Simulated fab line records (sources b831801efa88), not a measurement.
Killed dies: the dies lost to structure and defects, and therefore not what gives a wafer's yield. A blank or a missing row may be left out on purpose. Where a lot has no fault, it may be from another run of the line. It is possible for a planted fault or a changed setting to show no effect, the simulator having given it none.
Which tool is to blame? | flow sky130 | 11 lots with 33 wafers sampled at 3 steps, on a route of 708 steps

## WHAT THE GAUGES SHOWED, per wafer
SKY_SD_N_RS_MEAS_16: a four-point-probe measurement.
lot  | measured     | on            | SD_N_RS (ohm/sq)
L894 | day 27 19:25 | film_metro-01 | 68.26 68.38 68.48
L895 | day 28 17:37 | film_metro-04 | 68.65 68.80 68.67
L896 | day 28 20:49 | film_metro-01 | 68.31 68.33 68.33
L899 | day 29 15:17 | film_metro-02 | 68.37 68.51 68.33
L898 | day 30 01:59 | film_metro-01 | 68.46 68.43 68.28
L901 | day 30 23:44 | film_metro-04 | 68.99 68.67 68.67
L905 | day 32 09:10 | film_metro-02 | 68.56 68.60 68.48
L907 | day 32 16:57 | film_metro-02 | 68.47 68.37 68.42
L910 | day 33 13:17 | film_metro-04 | 63.98 64.08 64.07 64.12 63.97 63.99
L911 | day 33 18:39 | film_metro-04 | 68.55 68.51 68.72
L912 | day 33 23:10 | film_metro-02 | 63.87 63.81 63.95 63.66 63.73 63.79

## WHAT TOOL EACH LOT RAN ON (gives the tool, then ch and the chambers of the sampled wafers, and finally the start)
lot  | SKY_RES_PROTECT_STRIP_07             | SKY_SD_N_RTA_14
L894 | plasma_asher-04 ch 0,1, day 15 00:25 | rtp_anneal-01 ch 0, day 27 19:15
L895 | plasma_asher-02 ch 0,1, day 15 13:38 | rtp_anneal-02 ch 0, day 28 17:26
L896 | plasma_asher-02 ch 0,1, day 15 19:52 | rtp_anneal-01 ch 0, day 28 20:38
L899 | plasma_asher-01 ch 0,1, day 16 23:58 | rtp_anneal-01 ch 0, day 29 15:07
L898 | plasma_asher-01 ch 0,1, day 17 09:11 | rtp_anneal-02 ch 0, day 30 01:49
L901 | plasma_asher-04 ch 0,1, day 18 08:44 | rtp_anneal-02 ch 0, day 30 23:34
L905 | plasma_asher-02 ch 0,1, day 19 23:52 | rtp_anneal-02 ch 0, day 32 09:00
L907 | plasma_asher-04 ch 0,1, day 20 06:28 | rtp_anneal-02 ch 0, day 32 16:47
L910 | plasma_asher-02 ch 0,1, day 21 09:56 | rtp_anneal-01 ch 0, day 33 13:07
L911 | plasma_asher-04 ch 0,1, day 21 12:07 | rtp_anneal-02 ch 0, day 33 18:28
L912 | plasma_asher-04 ch 0,1, day 21 18:46 | rtp_anneal-01 ch 0, day 33 23:00
- SKY_RES_PROTECT_STRIP_07: strips in O2/N2.
- SKY_SD_N_RTA_14: time 2 s.

## THE ANSWER, worked out from the rows above alone
Rule: usual is defined by the lots themselves. Put in order of their means at a reading, lots are off if they are a third of the lots or fewer, leave a main group of 4 or more, and stand apart from it by a gap of 3 or more times the standard deviation of the main group's means; of several such gaps the widest counts. A main group whose means are all the same, to the digits that the tables above print for the reading, isn't used. Also off: a lot with no number at a reading for which 4 or more lots have one. Where the step has rows for the other lots, those lots are counted as sound.
Off: L910, L912, seen at SKY_SD_N_RS_MEAS_16 (SD_N_RS). Main group: mean 68.50 ohm/sq, sd 0.15.
A tool fits if, at a process step before that reading, it ran every lot that is off, and no sound lot after the first of them. Those tools and the gauges at SKY_SD_N_RS_MEAS_16 are tried in the same way. One fits: rtp_anneal-01 at SKY_SD_N_RTA_14. A fault onset in the window from L899 (day 29 15:07, its last sound lot) to L910 (day 33 13:07, its first lot off) fits.

## WHAT HAD BEEN PUT IN BY THE SIMULATOR
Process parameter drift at SKY_SD_N_RTA_14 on rtp_anneal-01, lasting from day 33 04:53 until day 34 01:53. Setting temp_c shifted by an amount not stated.
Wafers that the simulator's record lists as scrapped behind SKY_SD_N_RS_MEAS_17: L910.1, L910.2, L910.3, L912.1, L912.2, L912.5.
Lots struck among those shown: L910, L912. This agrees with what the rule above found.
